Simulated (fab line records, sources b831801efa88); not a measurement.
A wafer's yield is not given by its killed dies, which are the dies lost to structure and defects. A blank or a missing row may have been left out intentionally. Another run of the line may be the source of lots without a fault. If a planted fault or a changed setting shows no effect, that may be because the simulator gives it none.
Which tool did it? / flow sky130 / 11 lots with 33 wafers sampled at 2 steps, on a route of 708 steps

WHAT EACH GAUGE READ, for each wafer
SKY_VIA1_CD_MEAS_12: target cd 150 nm.
lot=L446; measured=day 33 14:34; on=cd-sem-02; cd-nm (nm)=152.2 150.8 151.8
lot=L451; measured=day 36 10:38; on=cd-sem-02; cd-nm (nm)=152.0 153.3 152.8
lot=L454; measured=day 37 04:37; on=cd-sem-02; cd-nm (nm)=151.7 151.9 151.2
lot=L456; measured=day 37 09:43; on=cd-sem-01; cd-nm (nm)=151.3 151.1 150.2
lot=L455; measured=day 37 10:07; on=cd-sem-02; cd-nm (nm)=150.2 147.8 148.3
lot=L463; measured=day 39 03:32; on=cd-sem-01; cd-nm (nm)=149.8 149.4 150.8
lot=L464; measured=day 39 11:37; on=cd-sem-02; cd-nm (nm)=150.9 152.5 149.5
lot=L465; measured=day 39 17:31; on=cd-sem-02; cd-nm (nm)=153.7 150.8 150.9
lot=L467; measured=day 40 12:37; on=cd-sem-01; cd-nm (nm)=150.5 150.3 151.3
lot=L468; measured=day 40 16:05; on=cd-sem-01; cd-nm (nm)=145.2 144.9 147.1
lot=L469; measured=day 40 22:19; on=cd-sem-02; cd-nm (nm)=150.4 150.5 150.1

EACH LOT AND THE TOOL THAT RAN IT (in order: tool; ch and the chambers of the sampled wafers; start)
lot=L446; SKY_METAL1_METAL_ETCH_19=rie-metal-02 ch 0,1, day 32 10:15
lot=L451; SKY_METAL1_METAL_ETCH_19=rie-metal-04 ch 1, day 35 06:56
lot=L454; SKY_METAL1_METAL_ETCH_19=rie-metal-03 ch 0,1, day 36 01:05
lot=L456; SKY_METAL1_METAL_ETCH_19=rie-metal-02 ch 0, day 36 06:41
lot=L455; SKY_METAL1_METAL_ETCH_19=rie-metal-04 ch 0,1, day 36 06:55
lot=L463; SKY_METAL1_METAL_ETCH_19=rie-metal-02 ch 0,1, day 38 01:02
lot=L464; SKY_METAL1_METAL_ETCH_19=rie-metal-04 ch 0, day 38 10:00
lot=L465; SKY_METAL1_METAL_ETCH_19=rie-metal-04 ch 0,1, day 38 15:24
lot=L467; SKY_METAL1_METAL_ETCH_19=rie-metal-03 ch 0,1, day 39 10:34
lot=L468; SKY_METAL1_METAL_ETCH_19=rie-metal-04 ch 0,1, day 39 15:02
lot=L469; SKY_METAL1_METAL_ETCH_19=rie-metal-02 ch 0, day 39 21:13
- SKY_METAL1_METAL_ETCH_19: etches the open film in Cl2/BCl3, stops on SiO2, target depth 360 nm, time 78 s.

AS READ BY THE TOOLS THEMSELVES (means over the sampled wafers that have a number; for cases with no such wafer, the mark the record gives instead)
SKY_METAL1_METAL_ETCH_19.
lot=L446; tool=rie-metal-02; drypump-motor-current-A (A)=5.6; mfc-cl2-sccm (sccm)=59.90; oes-product-au (a.u.)=0.854; throttle-valve-pct (%)=22.272
lot=L451; tool=rie-metal-04; drypump-motor-current-A (A)=5.3; mfc-cl2-sccm (sccm)=60.14; oes-product-au (a.u.)=0.858; throttle-valve-pct (%)=22.258
lot=L454; tool=rie-metal-03; drypump-motor-current-A (A)=5.2; mfc-cl2-sccm (sccm)=59.97; oes-product-au (a.u.)=0.852; throttle-valve-pct (%)=22.263
lot=L456; tool=rie-metal-02; drypump-motor-current-A (A)=5.5; mfc-cl2-sccm (sccm)=60.30; oes-product-au (a.u.)=0.862; throttle-valve-pct (%)=22.261
lot=L455; tool=rie-metal-04; drypump-motor-current-A (A)=5.5; mfc-cl2-sccm (sccm)=59.87; oes-product-au (a.u.)=0.852; throttle-valve-pct (%)=22.259
lot=L463; tool=rie-metal-02; drypump-motor-current-A (A)=5.5; mfc-cl2-sccm (sccm)=59.93; oes-product-au (a.u.)=0.857; throttle-valve-pct (%)=22.261
lot=L464; tool=rie-metal-04; drypump-motor-current-A (A)=5.9; mfc-cl2-sccm (sccm)=59.95; oes-product-au (a.u.)=0.853; throttle-valve-pct (%)=22.269
lot=L465; tool=rie-metal-04; drypump-motor-current-A (A)=5.7; mfc-cl2-sccm (sccm)=60.25; oes-product-au (a.u.)=0.855; throttle-valve-pct (%)=22.254
lot=L467; tool=rie-metal-03; drypump-motor-current-A (A)=5.2; mfc-cl2-sccm (sccm)=60.14; oes-product-au (a.u.)=0.856; throttle-valve-pct (%)=22.254
lot=L468; tool=rie-metal-04; drypump-motor-current-A (A)=5.7; mfc-cl2-sccm (sccm)=59.85; oes-product-au (a.u.)=0.858; throttle-valve-pct (%)=22.268
lot=L469; tool=rie-metal-02; drypump-motor-current-A (A)=5.5; mfc-cl2-sccm (sccm)=60.17; oes-product-au (a.u.)=0.865; throttle-valve-pct (%)=22.263

THE ANSWER, worked out from the rows above alone
Rule: the lots themselves supply what counts as usual. Put in order of their means at a reading, lots are off if they are a third of the lots or fewer, leave a main group of 4 or more, and stand apart from it by a gap of 3 or more times the standard deviation of the main group's means; of several such gaps the widest counts. The tables above print the reading to a certain number of digits; a main group whose means all agree to those digits is not used. A lot without any number at a reading at which 4 lots or more have one is off too. Any other lot the step has rows for is counted as sound. First the gauges in route order, then the tools' own readings, where a lot's mean is used as printed above. At the first step where some lot is off, the reading lying furthest off is the one used; lots without a number count as furthest.
No lot is off at any reading shown: from this, nothing can be told.

WHAT THE SIMULATOR HAD INSERTED
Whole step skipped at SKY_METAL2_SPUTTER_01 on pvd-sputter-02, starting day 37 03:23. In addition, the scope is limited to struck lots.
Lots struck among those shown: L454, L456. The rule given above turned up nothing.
